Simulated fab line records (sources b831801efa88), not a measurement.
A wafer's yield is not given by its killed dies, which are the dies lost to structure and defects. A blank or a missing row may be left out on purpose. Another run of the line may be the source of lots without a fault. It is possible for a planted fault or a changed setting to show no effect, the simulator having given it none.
Comparing a struck lot with a sound one -- flow sky130 -- 15 out of 708 route steps
Sound: the wafers L798.1, L798.3, L798.5. Struck: wafers L805.2, L805.5, L805.6. Last of all comes the cause.
Each step with rows lists, per side, the tool, then ch with its chambers, then its first start. Under that, the readings that differ: sound wafers -- struck wafers -- difference of the means -- sigmas: that difference in standard deviations of wafers without a fault.
alike: same words and numbers on both sides, and readings whose means sit less than 2 such deviations apart. not compared: any withheld reading, any reading some wafer has no value for, any bound like >300 that may hide the same value, and any number with overlapping values for which the record gives no deviation.
The two part at a step that has a row with sigmas, a row that says differs or no value, or rows on one side only. Numbers that have no deviation but don't overlap get no sigmas and don't part them. Lack of a reading on every wafer of one side parts them only where that side has two or more wafers.

first, 3 steps without rows for these wafers: SKY_SONOS_TUNNEL_EXPOSE_04 (exposes mask TUNM, target cd 410 nm); SKY_SONOS_TUNNEL_PEB_05; SKY_SONOS_TUNNEL_DEVELOP_06 (develop time 60 s).
SKY_SONOS_TUNNEL_CD_MEAS_07: target cd 410 nm.
  sound: cd_sem-01 at day 12 16:22; struck: cd_sem-01 at day 15 02:35
  alike: cd_nm
SKY_SONOS_TUNNEL_OVL_MEAS_08:
  sound: overlay-01 at day 12 16:29; struck: overlay-01 at day 15 02:41
  alike: SONOS_TUNNEL_OVL
then, 3 steps without rows for these wafers: SKY_SONOS_TUNNEL_IMPLANT_09; SKY_SONOS_TUNNEL_WET_ETCH_10 (etches SiO2 in dHF, target depth 14 nm, time 280 s); SKY_SONOS_TUNNEL_STRIP_11 (strips in SPM, time 600 s).
SKY_SONOS_TUNNEL_TW_MEAS_12:
  sound: film_metro-02 at day 12 16:58; struck: film_metro-03 at day 15 03:08
  alike: SONOS_TUNNEL_TW
then, 2 steps without rows for these wafers: SKY_SONOS_TUNNEL_CLEAN_13 (cleans in dHF, time 20 s); SKY_SONOS_ONO_OXIDATION_00 (stabilise 600 s, purge 300 s, target thk 2.6 nm).
SKY_SONOS_ONO_THK_MEAS_01:
  sound: film_metro-03 at day 12 18:23; struck: film_metro-04 at day 15 04:34
  alike: SONOS_ONO_OXIDATION_THK
SKY_SONOS_ONO_CVD_02: deposits Si3N4 from DCS/NH3, target thk 10.5 nm, time 180 s.
  sound on lpcvd-02 ch 0, day 12 18:26; struck on lpcvd-02 ch 1, day 15 04:37
reading,sound,struck,difference,sigmas
zone_power_bottom_pct (%),19.4 18.7 19.4,20.9 20.8 20.7,+1.6,+2
model.Si3N4_of_SONOS_ONO_CVD_02.thk_nm (nm),10.55 10.64 10.67,15.71 15.9 15.75,+5.17,
  alike: spike_tc_top_C, spike_tc_upper_C
SKY_SONOS_ONO_THK_MEAS_03:
  sound: film_metro-03 at day 12 19:29; struck: film_metro-01 at day 15 05:40
reading,sound,struck,difference,sigmas
SONOS_ONO_CVD_02_THK (nm),10.58 10.61 10.63,15.74 15.90 15.77,+5.20,+47
then, 1 step without rows for these wafers: SKY_SONOS_ONO_CVD_04 (deposits SiO2 from SiH4/N2O, target thk 5.7199 nm).

WHERE THEY PART
Last at SKY_SONOS_ONO_THK_MEAS_03 as far as this record goes, first at SKY_SONOS_ONO_CVD_02.

WHY: the cause the simulator had injected
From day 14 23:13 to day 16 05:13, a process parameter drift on lpcvd-02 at SKY_SONOS_ONO_CVD_02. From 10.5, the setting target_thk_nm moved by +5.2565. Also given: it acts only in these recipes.
